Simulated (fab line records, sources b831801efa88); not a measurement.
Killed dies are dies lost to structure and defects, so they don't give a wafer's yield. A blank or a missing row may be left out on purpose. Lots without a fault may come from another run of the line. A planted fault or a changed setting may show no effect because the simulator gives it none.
fab line records | flow gf180mcu
record lots=5 wafers=15 last_day=34
route steps=602 shown V1@344
lots that met no fault: from a run of the same line without faults
start_h: hours from the record's first day to the start of the lot's first wafer shown | wait_h: hours since the lot's step before | " the same as in the row above | L1.1+2: a row that stands for several wafers | - no value, or no start given | * or withheld: withheld | < > ~ a bound
route shown NAME@n: a module of which the file shows steps, and the number in the route of the first | usual: mean/standard deviation of fault-free wafers | same: alike in all rows | chamber/n: place in a boat | sites: the reading at each site | _std_site: their standard deviation | _edge_site: outer sites' mean less inner sites' | radius_mm: how far each site lies from the wafer's centre | mask NAME#n: copy n | behind: the tool/chamber that last shaped the wafer | hold: why the lot was held/for how many hours/how that ended | device: the transistor (n, p or np) that didn't switch | end of line: the same wafers' tests at the end of the route | a step without rows: its recipe alone | killed: dies lost to structure and defects at the first sort, not the wafer's yield | map: a wafer's dies, x killed, . not, _ none there
set.NAME: the setting as run; set.NAME@STEP: as run at that earlier step | model.NAME: the simulator's own value behind a step, which no gauge read
lots at some steps of the route; a table a step, a row a wafer
services: from which hour (start_h, from the record's first day; less than 0 if before it) a tool's chamber was out of use, for how many hours, and why
## steps
# step GF_V1_COAT_09
# recipe resist=KrF spin_rpm=withheld resist_thk_nm=1000
# step GF_V1_SOFTBAKE_10
# recipe temp_c=130 time_s=60 resist=KrF
# step GF_V1_EXPOSE_11
# recipe mask_id=Via1 target_cd_nm=260 na=0.68 source_shape=conventional sigma_outer=0.6 dose_mj=38
# step GF_V1_PEB_12
# recipe peb_temp_c=135 peb_time_s=90 resist=KrF
# step GF_V1_DEVELOP_13
# recipe develop_time_s=60 resist=KrF dev_temp_c=21
# step GF_V1_CD_MEAS_14
# recipe target_cd_nm=260
# usual cd_nm=260.0/1
# columns lot.wafer tool chamber start_h wait_h cd_nm
L360.1 cd_sem-02 - 458.79 0.1 260.3
L360.4 " - " " 259.7
L360.6 " - " " 260.1
L368.3 cd_sem-02 - 543.33 0.1 259.8
L368.5 " - " " 259.4
L368.6 " - " " 258.9
L372.1 cd_sem-01 - 563.49 0.1 260.8
L372.3 " - " " 260.4
L372.4 " - " " 259.8
L373.1 cd_sem-02 - 568.29 0.1 260.0
L373.3 " - " " 259.6
L373.5 " - " " 260.1
L376.2 cd_sem-02 - 586.21 0.1 260.2
L376.4 " - " " 261.2
L376.6 " - " " 260.1
# step GF_V1_OVL_MEAS_15
# usual V1_OVL=-2/4.9
# columns lot.wafer tool chamber start_h wait_h V1_OVL[nm]
L360.1 overlay-02 - 458.91 0.1 -7
L360.4 " - " " 0
L360.6 " - " " -7
L368.3 overlay-01 - 543.43 0.1 -4
L368.5 " - " " -1
L368.6 " - " " 0
L372.1 overlay-02 - 563.61 0.1 2
L372.3 " - " " -1
L372.4 " - " " 1
L373.1 overlay-01 - 568.41 0.1 -2
L373.3 " - " " 1
L373.5 " - " " -2
L376.2 overlay-01 - 586.31 0.1 1
L376.4 " - " " 9
L376.6 " - " " 2
# step GF_V1_ETCH_16
# recipe chemistry=N2/H2 target_depth_a=withheld overetch_a=withheld time_s=withheld target=BARC ion_energy_ev=200 source_w=500 bias_w=100 pressure_mtorr=30 n2_flow_sccm=100 h2_flow_sccm=200
# usual drypump_motor_current_A=5.7/0.54 oes_product_au=0.855/0.0055 throttle_valve_pct=13.225/0.0089
# columns lot.wafer tool chamber start_h wait_h drypump_motor_current_A oes_product_au throttle_valve_pct
L360.1 rie_diel-02 0 458.95 0.0 5.5 0.859 13.226
L360.4 " 3 " " 5.9 0.850 13.222
L360.6 " 1 " " 6.4 0.859 13.225
L368.3 rie_diel-04 2 543.45 0.0 6.1 0.858 13.232
L368.5 " 0 " " 6.1 0.853 13.231
L368.6 " 1 " " 4.9 0.857 13.228
L372.1 rie_diel-03 0 563.64 0.0 6.2 0.850 13.212
L372.3 " 3 " " 6.4 0.855 13.220
L372.4 " 2 " " 5.8 0.858 13.218
L373.1 rie_diel-03 0 568.44 0.0 6.2 0.861 13.241
L373.3 " 3 " " 6.5 0.854 13.227
L373.5 " 3 " " 6.4 0.862 13.229
L376.2 rie_diel-02 1 586.34 0.0 6.4 0.864 13.225
L376.4 " 0 " " 5.5 0.858 13.226
L376.6 " 3 " " 5.9 0.862 13.217
# step GF_V1_ETCH_17
# recipe chemistry=C4F8/O2/Ar mask_material=KrF target=SiO2 stop_on=TiN source_w=1500 bias_w=1200 pressure_mtorr=40 c4f8_flow_sccm=withheld O2_flow_sccm=6 Ar_flow_sccm=300 time_s=withheld target_depth_a=6300
# usual oes_product_au=0.856/0.0045
# columns lot.wafer tool chamber start_h wait_h oes_product_au
L360.1 rie_diel-02 0 - - 0.849
L360.4 " 3 " " 0.858
L360.6 " 1 " " 0.859
L368.3 rie_diel-04 2 - - 0.859
L368.5 " 0 " " 0.853
L368.6 " 1 " " 0.851
L372.1 rie_diel-03 0 - - 0.851
L372.3 " 3 " " 0.845
L372.4 " 2 " " 0.857
L373.1 rie_diel-03 0 - - 0.857
L373.3 " 3 " " 0.851
L373.5 " 3 " " 0.856
L376.2 rie_diel-02 1 - - 0.849
L376.4 " 0 " " 0.859
L376.6 " 3 " " 0.855
# step GF_V1_STRIP_18
# recipe chemistry=O2/N2 power_w=1400 pressure_mtorr=1500 platen_temp_c=250 o2_flow_sccm=3000 n2_flow_sccm=300 overash_fraction=0.5
# usual drypump_motor_current_A=5.9/0.35 heater_power_w=335/41 oes_product_au=0.593/0.005
# columns lot.wafer tool chamber start_h wait_h drypump_motor_current_A heater_power_w oes_product_au rf_hours_counter_h
L360.1 plasma_asher-02 1 459.08 - 6.2 385 0.593 35
L360.4 " 0 " " 6.1 336 0.587 -
L360.6 " 0 " " 6.1 330 0.591 -
L368.3 plasma_asher-02 1 543.61 - 6.2 384 0.588 -
L368.5 " 1 " " 6.1 377 0.592 -
L368.6 " 0 " " 6.1 326 0.602 -
L372.1 plasma_asher-04 0 563.77 - 5.3 312 0.581 14
L372.3 " 0 " " 5.3 310 0.593 -
L372.4 " 1 " " 5.8 272 0.590 -
L373.1 plasma_asher-02 0 568.57 - 6.1 338 0.592 44
L373.3 " 1 " " 6.2 389 0.593 -
L373.5 " 1 " " 6.2 395 0.598 -
L376.2 plasma_asher-02 0 586.47 - 6.1 327 0.592 46
L376.4 " 0 " " 6.1 328 0.589 -
L376.6 " 1 " " 6.2 391 0.592 -
# step GF_V1_STRIP_19
# recipe chemistry=post_etch_residue_remover time_s=1200 temp_c=72.5
# step GF_V1_CLEAN_20
# recipe chemistry=DIW dry=n2_spin
# step GF_V1_SPUTTER_21
# recipe material=Ti target_thk_nm=15 chamber_pressure_pa=5 power_w=2500 substrate_temp_c=200 time_s=80.02
# usual cathode_dc_power_W=2500.0/0.43 throttle_valve_pct=29.8/0.76
# columns lot.wafer tool chamber start_h wait_h cathode_dc_power_W throttle_valve_pct model.Ti_of_V1_SPUTTER_21.thk_nm
L360.1 pvd_sputter-01 - 459.61 0.0 2500.2 29.6 14.76
L360.4 " - " " 2500.3 29.0 14.85
L360.6 " - " " 2500.1 30.6 14.91
L368.3 pvd_sputter-03 - 544.11 0.0 2500.3 30.3 15.46
L368.5 " - " " 2499.9 31.1 15.54
L368.6 " - " " 2499.8 30.2 15.16
L372.1 pvd_sputter-03 - 564.31 0.0 2500.1 30.6 15.38
L372.3 " - " " 2499.8 30.2 15.26
L372.4 " - " " 2500.5 31.2 15.5
L373.1 pvd_sputter-01 - 569.20 0.0 2499.9 29.3 14.76
L373.3 " - " " 2500.5 29.2 26.19
L373.5 " - " " 2500.0 29.1 26.1
L376.2 pvd_sputter-04 - 587.02 0.0 2500.1 29.3 14.88
L376.4 " - " " 2499.5 29.7 15.18
L376.6 " - " " 2499.7 29.5 15.08
# step GF_V1_SPUTTER_22
# recipe material=TiN target_thk_nm=10 chamber_pressure_pa=5 power_w=4000 time_s=40
# usual cathode_dc_power_W=4000.0/0.76 throttle_valve_pct=29.8/0.75
# columns lot.wafer tool chamber start_h wait_h cathode_dc_power_W throttle_valve_pct
L360.1 pvd_sputter-01 - 459.67 0.0 3999.6 29.3
L360.4 " - " " 4001.8 28.7
L360.6 " - " " 4000.2 30.6
L368.3 pvd_sputter-03 - 544.18 0.0 4001.0 30.2
L368.5 " - " " 3998.7 31.0
L368.6 " - " " 4001.3 30.2
L372.1 pvd_sputter-03 - 564.37 0.0 4000.1 30.2
L372.3 " - " " 3999.6 30.3
L372.4 " - " " 4000.8 31.2
L373.1 pvd_sputter-01 - 569.26 0.0 3999.9 29.6
L373.3 " - " " 4000.6 29.1
L373.5 " - " " 4000.0 28.5
L376.2 pvd_sputter-04 - 587.08 0.0 3999.0 29.3
L376.4 " - " " 3998.7 29.6
L376.6 " - " " 4000.5 29.6
## services
# columns tool chamber start_h hours kind
plasma_asher-02 - 439.22 10.8 repair
rie_diel-02 2 445.61 5.2 repair
rie_diel-04 2 449.60 15.4 repair
rie_diel-02 2 450.80 - clean
rie_diel-02 2 450.80 21.8 scheduled_down
rie_diel-02 2 450.80 21.8 vent_cycle
rie_diel-02 1 456.81 1.6 repair
rie_diel-04 3 460.54 2.9 repair
rie_diel-03 1 466.76 1.3 repair
rie_diel-02 3 466.79 13.4 repair
plasma_asher-02 - 468.10 15.6 pm
rie_diel-02 1 480.19 - clean
rie_diel-02 1 480.19 16.4 scheduled_down
rie_diel-02 1 480.19 16.4 vent_cycle
pvd_sputter-04 - 481.41 1.1 repair
rie_diel-03 - 483.92 14.6 pm
pvd_sputter-03 - 490.28 3.2 repair
rie_diel-02 2 498.98 4.4 repair
rie_diel-04 - 522.99 0.6 repair
rie_diel-02 3 538.07 1.4 repair
rie_diel-03 1 558.63 4.6 repair
rie_diel-02 3 570.07 7.4 repair
rie_diel-04 - 575.95 5.0 repair
plasma_asher-04 - 585.54 4.9 repair
## key
first_sign none at tools or gauges
model_effect step=GF_V1_SPUTTER_21 value=Ti_of_V1_SPUTTER_21.thk_nm without=14.83 struck=26.15
met_at GF_V1_SPUTTER_21
struck_wafers L373.3,L373.5
onset_between 459.61 569.20
fault kind=process_parameter_drift tool=pvd_sputter-01 chamber=- onset_h=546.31 steps=GF_V1_SPUTTER_21 channel=target_thk_nm offset=11.324 shape=step end_h=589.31 acts_in=these_recipes_only stated=15 scope=struck_wafers_only
